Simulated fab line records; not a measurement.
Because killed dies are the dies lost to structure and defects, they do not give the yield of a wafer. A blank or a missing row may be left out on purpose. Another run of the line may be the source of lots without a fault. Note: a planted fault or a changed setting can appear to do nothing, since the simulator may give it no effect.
The tool behind it: which one? / flow sky130 / 10 lots, 29 wafers sampled, at 4 steps of a route of 708

## WHAT THE GAUGES SHOWED, per wafer
SKY_METAL2_RS_MEAS_05: measures by four-point-probe.
lot=L503; measured=day 35 05:39; on=film metro-01; METAL2_ALCU_RS (ohm/sq)=0.1267 0.1247 0.1265
lot=L506; measured=day 36 05:01; on=film metro-04; METAL2_ALCU_RS (ohm/sq)=0.1286 0.1282 0.1286
lot=L505; measured=day 36 06:51; on=film metro-01; METAL2_ALCU_RS (ohm/sq)=0.1264 0.1262 0.1249
lot=L507; measured=day 36 20:59; on=film metro-01; METAL2_ALCU_RS (ohm/sq)=0.1272 0.1269 0.1261
lot=L513; measured=day 39 00:39; on=film metro-02; METAL2_ALCU_RS (ohm/sq)=0.1264 0.1254 0.1260
lot=L514; measured=day 39 01:00; on=film metro-04; METAL2_ALCU_RS (ohm/sq)=0.1246 0.1267 0.1255
lot=L518; measured=day 39 01:36; on=film metro-02; METAL2_ALCU_RS (ohm/sq)=0.1244 0.1245 0.1264
lot=L515; measured=day 39 03:43; on=film metro-04; METAL2_ALCU_RS (ohm/sq)=0.1267 0.1269 0.1253
lot=L519; measured=day 39 09:49; on=film metro-01; METAL2_ALCU_RS (ohm/sq)=0.1269 0.1274 0.2525 0.1271 0.1273 0.2524
lot=L521; measured=day 39 21:09; on=film metro-01; METAL2_ALCU_RS (ohm/sq)=0.1274 0.2524 0.1270 0.2524

## TOOL THAT RAN EACH LOT (tool first, then ch and the chambers of the sampled wafers, then the start)
lot=L503; SKY_VIA1_CMP_02=cmp-02 ch 0,1,2, day 34 00:32; SKY_METAL2_SPUTTER_01=pvd sputter-02, day 35 05:32; SKY_METAL2_SPUTTER_02=pvd sputter-02, day 35 05:33
lot=L506; SKY_VIA1_CMP_02=cmp-01 ch 2,3, day 35 01:11; SKY_METAL2_SPUTTER_01=pvd sputter-04, day 36 04:53; SKY_METAL2_SPUTTER_02=pvd sputter-04, day 36 04:55
lot=L505; SKY_VIA1_CMP_02=cmp-02 ch 0,2, day 35 02:50; SKY_METAL2_SPUTTER_01=pvd sputter-02, day 36 06:44; SKY_METAL2_SPUTTER_02=pvd sputter-02, day 36 06:46
lot=L507; SKY_VIA1_CMP_02=cmp-01 ch 0,2,3, day 35 18:12; SKY_METAL2_SPUTTER_01=pvd sputter-02, day 36 20:53; SKY_METAL2_SPUTTER_02=pvd sputter-02, day 36 20:54
lot=L513; SKY_VIA1_CMP_02=cmp-02 ch 1,2,3, day 37 21:27; SKY_METAL2_SPUTTER_01=pvd sputter-01, day 39 00:29; SKY_METAL2_SPUTTER_02=pvd sputter-01, day 39 00:31
lot=L514; SKY_VIA1_CMP_02=cmp-01 ch 0,1, day 37 21:39; SKY_METAL2_SPUTTER_01=pvd sputter-02, day 39 00:50; SKY_METAL2_SPUTTER_02=pvd sputter-02, day 39 00:52
lot=L518; SKY_VIA1_CMP_02=cmp-01 ch 1,2,3, day 37 22:32; SKY_METAL2_SPUTTER_01=pvd sputter-02, day 39 01:26; SKY_METAL2_SPUTTER_02=pvd sputter-02, day 39 01:28
lot=L515; SKY_VIA1_CMP_02=cmp-02 ch 0,1,2, day 38 01:31; SKY_METAL2_SPUTTER_01=pvd sputter-02, day 39 03:35; SKY_METAL2_SPUTTER_02=pvd sputter-02, day 39 03:37
lot=L519; SKY_VIA1_CMP_02=cmp-02 ch 0,1,3, day 38 06:29; SKY_METAL2_SPUTTER_01=pvd sputter-02, day 39 09:41; SKY_METAL2_SPUTTER_02=pvd sputter-02, day 39 09:42
lot=L521; SKY_VIA1_CMP_02=cmp-02 ch 0,1, day 38 18:40; SKY_METAL2_SPUTTER_01=pvd sputter-02, day 39 21:02; SKY_METAL2_SPUTTER_02=pvd sputter-02, day 39 21:04
- SKY_VIA1_CMP_02: polishes SiO2.
- SKY_METAL2_SPUTTER_01: material TiN, target thk 20 nm, time 16.7 s.
- SKY_METAL2_SPUTTER_02: material AlCu, target thk 250 nm, time 13.3 s.

## THE ANSWER, worked out from the rows above alone
Rule: the lots themselves supply what counts as usual. Put in order of their means at a reading, lots are off if they are a third of the lots or fewer, leave a main group of 4 or more, and stand apart from it by a gap of 3 or more times the standard deviation of the main group's means; of several such gaps the widest counts. A main group whose means are all the same, to the digits that the tables above print for the reading, isn't used. Also off: a lot with no number at a reading for which 4 or more lots have one. All remaining lots with rows at the step are treated as sound.
Off: L519, L521, seen at SKY_METAL2_RS_MEAS_05 (METAL2_ALCU_RS). The main group has a mean of 0.1262 ohm/sq with a standard deviation of 0.00095.
A tool fits if, at a process step before that reading, it ran every lot that is off, and no sound lot after the first of them. Those tools and the gauges at SKY_METAL2_RS_MEAS_05 are tried in the same way. Can't be told from this: 3 tools fit, cmp-02 at SKY_VIA1_CMP_02, pvd sputter-02 at SKY_METAL2_SPUTTER_01 and SKY_METAL2_SPUTTER_02, film metro-01 at SKY_METAL2_RS_MEAS_05.

## WHAT WAS PUT IN BY THE SIMULATOR
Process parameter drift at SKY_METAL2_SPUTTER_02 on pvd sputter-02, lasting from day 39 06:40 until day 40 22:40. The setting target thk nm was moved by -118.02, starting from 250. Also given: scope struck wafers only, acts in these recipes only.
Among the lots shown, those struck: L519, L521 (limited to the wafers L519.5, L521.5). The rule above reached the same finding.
